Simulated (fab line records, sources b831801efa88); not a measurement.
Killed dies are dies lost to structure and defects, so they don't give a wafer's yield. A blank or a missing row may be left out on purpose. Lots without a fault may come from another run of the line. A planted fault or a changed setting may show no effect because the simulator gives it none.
Which tool did it? | flow gf180mcu | 12 lots, 36 wafers sampled, at 4 steps of a route of 602

WHAT THE GAUGES READ, wafer by wafer
GF_M4_RS_MEAS_05: measures by four-point-probe. Usual: M4_ALCU_RS 0.0692 ohm/sq, standard deviation 0.00071.
lot  | measured     | on            | M4_ALCU_RS (ohm/sq)  | flag
L353 | day 22 19:17 | film_metro-01 | 0.0702 0.0695 0.0690 |
L355 | day 23 07:21 | film_metro-02 | 0.0686 0.0683 0.0689 |
L356 | day 23 10:11 | film_metro-02 | 0.0690 0.0700 0.0688 |
L354 | day 23 12:29 | film_metro-02 | 0.0685 0.0682 0.0684 |
L357 | day 24 03:52 | film_metro-02 | 0.0676 0.0678 0.0675 |
L358 | day 24 07:32 | film_metro-03 | 0.0690 0.0682 0.0694 |
L361 | day 24 22:53 | film_metro-03 | 0.0686 0.0693 0.0682 |
L359 | day 25 00:22 | film_metro-01 | 0.0678 0.0681 0.0688 |
L360 | day 24 23:48 | film_metro-02 | 0.0700 0.0693 0.0699 |
L362 | day 25 13:49 | film_metro-03 | 0.0705 0.0694 0.0697 |
L370 | day 28 06:46 | film_metro-03 | 0.0697 0.0708 0.0704 |
L371 | day 28 08:59 | film_metro-03 | 0.0698 0.0697 0.0689 |

GF_V5_THK_MEAS_01. Usual: V5_CVD_00_THK 298 nm, standard deviation 3.2.
lot  | measured     | on            | V5_CVD_00_THK (nm) | flag
L353 | day 26 15:28 | film_metro-04 | 297 295 290        |
L355 | day 27 03:06 | film_metro-03 | 301 297 301        |
L356 | day 27 04:04 | film_metro-03 | 294 294 294        |
L354 | day 27 05:01 | film_metro-03 | 296 296 295        |
L357 | day 27 19:15 | film_metro-03 | 295 301 301        |
L358 | day 27 22:42 | film_metro-01 | 294 290 290        |
L361 | day 28 13:15 | film_metro-03 | 300 300 300        |
L359 | day 28 14:14 | film_metro-03 | 297 297 298        |
L360 | day 28 13:44 | film_metro-03 | 294 294 298        |
L362 | day 29 03:26 | film_metro-03 | 298 298 297        |
L370 | day 31 13:02 | film_metro-01 | 298 298 300        |
L371 | day 31 15:45 | film_metro-04 | 298 300 303        |

WHICH TOOL RAN EACH LOT (tool, then ch and the chambers of the sampled wafers, then the start)
lot  | GF_M2_CLEAN_19                  | GF_M5_ETCH_09
L353 | wet_bench-02 ch 0, day 19 14:43 | rie_diel-03 ch 0,1, day 26 14:43
L355 | wet_bench-03 ch 2, day 20 02:45 | rie_diel-03 ch 0,2,3, day 27 02:22
L356 | wet_bench-03 ch 1, day 20 05:20 | rie_diel-01 ch 2,3, day 27 03:19
L354 | wet_bench-01 ch 1, day 20 08:05 | rie_diel-03 ch 0,1,2, day 27 04:08
L357 | wet_bench-02 ch 1, day 21 01:30 | rie_diel-03 ch 0,1,2, day 27 18:31
L358 | wet_bench-03 ch 3, day 21 05:51 | rie_diel-03 ch 0,1,2, day 27 21:58
L361 | wet_bench-01 ch 2, day 21 21:25 | rie_diel-02 ch 0,2,3, day 28 12:22
L359 | wet_bench-03 ch 2, day 21 23:18 | rie_diel-02 ch 1,2,3, day 28 13:19
L360 | wet_bench-01 ch 2, day 21 23:22 | rie_diel-01 ch 1,2,3, day 28 12:49
L362 | wet_bench-02 ch 2, day 22 14:45 | rie_diel-01 ch 0,1,2, day 29 02:31
L370 | wet_bench-03 ch 0, day 25 11:17 | rie_diel-01 ch 2,3, day 31 12:17
L371 | wet_bench-03 ch 3, day 25 15:02 | rie_diel-02 ch 1,3, day 31 14:56
- GF_M2_CLEAN_19: cleans in DIW.
- GF_M5_ETCH_09: etches Si3N4 in CF4/O2, target depth 52 nm, time 11.6 s.

WHAT THE TOOLS THEMSELVES READ (means of the sampled wafers that have a number; where no wafer has one, the mark that the record gives instead)
GF_M5_ETCH_09. Usual: chamber_pressure_mTorr 150.00 mTorr, standard deviation 0.13; drypump_motor_current_A 5.9 A, standard deviation 0.34; oes_product_au 1.002 a.u., standard deviation 0.013; throttle_valve_pct 5.970 %, standard deviation 0.0097.
lot  | tool        | chamber_pressure_mTorr (mTorr) | drypump_motor_current_A (A) | oes_product_au (a.u.) | throttle_valve_pct (%) | flag
L353 | rie_diel-03 | 150.08                         | 5.5                         | 0.998                 | 5.969                  |
L355 | rie_diel-03 | 150.09                         | 5.9                         | 0.997                 | 5.971                  |
L356 | rie_diel-01 | 150.14                         | 5.6                         | 0.987                 | 5.971                  |
L354 | rie_diel-03 | 150.07                         | 5.7                         | 0.991                 | 5.960                  |
L357 | rie_diel-03 | 149.97                         | 5.7                         | 0.991                 | 5.976                  |
L358 | rie_diel-03 | 150.04                         | 5.7                         | 0.998                 | 5.970                  |
L361 | rie_diel-02 | 149.94                         | 5.9                         | 0.996                 | 5.963                  |
L359 | rie_diel-02 | 149.91                         | 6.0                         | 1.011                 | 5.972                  |
L360 | rie_diel-01 | 149.96                         | 5.9                         | 1.006                 | 5.969                  |
L362 | rie_diel-01 | 149.93                         | 6.1                         | 1.001                 | 5.960                  |
L370 | rie_diel-01 | 149.99                         | 5.6                         | 0.991                 | 5.970                  |
L371 | rie_diel-02 | 150.12                         | 6.0                         | 1.007                 | 5.969                  |

THE ANSWER, worked out from the rows above alone
Rule: a lot is off if the mean of its wafers that have a number lies more than 3 standard deviations from the usual mean. A lot without any number at a reading at which 4 lots or more have one is off too. The other lots that the step has rows for count as sound. The gauges are gone through in route order, then the tools' own readings, and for those a lot's mean is taken as printed above. The first step at which some lot is off is used, and at that step the reading that is off furthest; a lot without a number counts as furthest.
No lot is off at any reading shown: from this, nothing can be told.

WHAT THE SIMULATOR HAD PUT IN
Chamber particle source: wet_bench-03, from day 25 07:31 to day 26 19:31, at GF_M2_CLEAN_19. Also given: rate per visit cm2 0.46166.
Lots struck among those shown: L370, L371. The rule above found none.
